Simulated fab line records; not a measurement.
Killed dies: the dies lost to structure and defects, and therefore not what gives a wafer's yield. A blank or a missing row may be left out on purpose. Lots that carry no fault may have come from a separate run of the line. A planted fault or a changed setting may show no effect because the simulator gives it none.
Split-lot study | flow gf180mcu | route with 602 steps; 5 lots, 23 wafers read

## THE SPLIT
At GF_M3_SPUTTER_00 (material Ti, target thk 37.5 nm, time 150 s), the setting power w was moved away from the recipe's 4000 W on 10 of the 23 wafers read, by -3.9% to +11.9%. This setting was run at the recipe's value on the other wafers.

Reading taken at the split's own step.

## THE READING
Ti_of_M3_SPUTTER_00.thk nm (the simulator's own value, which no gauge read), in nm, at GF_M3_SPUTTER_00 (material Ti, target thk 37.5 nm, time 150 s). There is no usual value for it anywhere in the file. The 13 wafers here that ran the recipe average 37.88 nm, standard deviation 0.58 nm.

wafer  | tool, chamber at the split | power w as run, W | against the recipe | Ti_of_M3_SPUTTER_00.thk nm, nm | against lot-mates on the recipe
L076.3 | pvd sputter-01, -          | 4000              | recipe             | 37.56                          | -
L076.4 | pvd sputter-01, -          | 4000              | recipe             | 37.81                          | -
L076.5 | pvd sputter-01, -          | 4000              | recipe             | 37.35                          | -
L078.1 | pvd sputter-03, -          | 4000              | recipe             | 37.44                          | -
L078.2 | pvd sputter-03, -          | 4000              | recipe             | 37.27                          | -
L078.4 | pvd sputter-03, -          | 4000              | recipe             | 37.5                           | -
L078.5 | pvd sputter-03, -          | 3845              | -3.9%              | 35.88                          | -1.52
L078.6 | pvd sputter-03, -          | 3845              | -3.9%              | 35.94                          | -1.46
L079.1 | pvd sputter-03, -          | 4000              | recipe             | 37.5                           | -
L079.2 | pvd sputter-03, -          | 4476              | +11.9%             | 42.17                          | +4.70
L079.3 | pvd sputter-03, -          | 4476              | +11.9%             | 41.78                          | +4.31
L079.5 | pvd sputter-03, -          | 4476              | +11.9%             | 41.9                           | +4.43
L079.6 | pvd sputter-03, -          | 4000              | recipe             | 37.44                          | -
L082.1 | pvd sputter-04, -          | 4302              | +7.5%              | 41.79                          | +2.94
L082.2 | pvd sputter-04, -          | 4000              | recipe             | 38.81                          | -
L082.3 | pvd sputter-04, -          | 4000              | recipe             | 39.03                          | -
L082.5 | pvd sputter-04, -          | 4302              | +7.5%              | 42.11                          | +3.26
L082.6 | pvd sputter-04, -          | 4000              | recipe             | 38.72                          | -
L083.1 | pvd sputter-04, -          | 4468              | +11.7%             | 43.11                          | +5.09
L083.2 | pvd sputter-04, -          | 4000              | recipe             | 38.21                          | -
L083.3 | pvd sputter-04, -          | 4468              | +11.7%             | 42.68                          | +4.66
L083.4 | pvd sputter-04, -          | 4000              | recipe             | 37.82                          | -
L083.5 | pvd sputter-04, -          | 4468              | +11.7%             | 42.93                          | +4.91

FIT RESULTS
A straight line over all 23 wafers: Ti_of_M3_SPUTTER_00.thk nm changes by +0.408 nm for each +1% of power w; r = +0.96; the points scatter about the line by 0.65 nm.
The same after taking each lot's own level away (the mean of its wafers on the recipe; 23 wafers): +0.397 nm for each +1%; r = +1.00; scatter 0.2 nm.
That fit puts the effect of the largest move of power w on the reading at 4.7 nm.
Measured against the standard deviation above, the lots' own levels, which go from 37.403 to 38.853 nm, span 2.5 times it.
Consequently the slope shifts little with the lot-to-lot level, the two slopes agreeing.
Check: +4.74 nm against its lot-mates is what the line predicts for one of the wafers moved furthest among these (+11.9%) when that wafer is left out of the fit. It came out at +4.7 nm against them.

## THE OTHER SPLITS THESE WAFERS WENT THROUGH
Other splits were also applied to these wafers ahead of the reading. Each is held against what the fit with the lots' levels taken away leaves over:
other split on the same wafers       | wafers away from the commonest value | r with Ti_of_M3_SPUTTER_00.thk nm (lot level and that fit taken away)
GF_SAB_CVD_00 rf w                   | 9                                    | +0.15
GF_CONTACT_CMP_04 leave above ref nm | 8                                    | +0.15
GF_CONTACT_COAT_09 resist thk nm     | 9                                    | -0.20
GF_CONTACT_DEVELOP_13 develop time s | 3                                    | +0.18
GF_M1_SPUTTER_00 chamber pressure pa | 15                                   | -0.44
GF_M1_SPUTTER_01 power w             | 12                                   | +0.14
GF_V1_CMP_04 leave above ref nm      | 6                                    | -0.06
GF_V1_ETCH_16 source w               | 9                                    | -0.51
GF_V1_SPUTTER_21 time s              | 9                                    | +0.20
GF_M2_SPUTTER_04 chamber pressure pa | 10                                   | -0.50
GF_M2_PEB_12 peb time s              | 8                                    | +0.01

## THE FILE'S OWN FIT
Ti_of_M3_SPUTTER_00.thk nm changes by +0.398 nm for each +1% of power w, r = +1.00.
